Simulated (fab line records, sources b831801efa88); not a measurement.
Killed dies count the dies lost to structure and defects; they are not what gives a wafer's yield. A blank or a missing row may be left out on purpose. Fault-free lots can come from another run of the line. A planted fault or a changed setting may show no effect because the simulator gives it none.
Matching of chambers | flow sky130 | SKY_FIELD_ISO_CMP_27 on cmp-02 has 4 sister chambers
The step polishes, stops on Si3N4, t overpolish 16 s, target thk 457.8 nm. 8 wafers are shown with their chamber, then 7 later ones without.

## EACH WAFER AND ITS CHAMBER
wafer  | chamber | motorCurrentA (A) | overpolishRunS (s)
L600.5 | 0       | 11.3              | 16.005
L607.2 | 3       | 13.4              | 15.995
L607.5 | 1       | 10.7              | 16.017
L610.1 | 0       | 11.7              | 16.003
L610.5 | 1       | 10.5              | 16.011
L610.6 | 2       | 9.7               | 16.017
L612.1 | 3       | 13.5              | 16.010
L612.3 | 2       | 11.2              | 15.997

## WAFERS WHOSE CHAMBER IS MISSING
wafer  | motorCurrentA (A) | overpolishRunS (s)
L612.5 | 10.9              | 15.997
L618.2 | 10.7              | 16.002
L618.5 | 10.8              | 16.017
L618.6 | 10.2              | 15.991
L619.2 | 11.3              | 15.989
L619.3 | 10.4              | 16.004
L619.4 | 13.1              | 16.008

## WHICH CHAMBER EACH WENT THROUGH
wafer  | from the rows above          | in truth
L612.5 | can't be placed: 0 or 2 or 1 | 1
L618.2 | can't be placed: 2 or 1 or 0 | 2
L618.5 | can't be placed: 1 or 2 or 0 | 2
L618.6 | can't be placed: 2 or 1 or 0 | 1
L619.2 | can't be placed: 0 or 2 or 1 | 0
L619.3 | can't be placed: 2 or 1 or 0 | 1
L619.4 | 3                            | 3
Correctly placed: 1 of 7. Can't be placed from these rows: 6 (the true chamber is among the candidates in 6). Number placed wrongly: 0.
How it was worked out, from the rows above alone: a wafer's distance from a chamber is the root of the sum, over the readings, of the square of ((its reading less the chamber's mean) divided by the reading's scatter). If the next closest chamber is less than 2 further off than the closest, the wafer can't be placed; otherwise it belongs to the closest. Each chamber's mean is taken over the wafers shown for it. How the scatter is found: for the shown wafers, subtract from each reading the mean of its chamber, square and add these, divide the total by (wafers less chambers), then take the root.
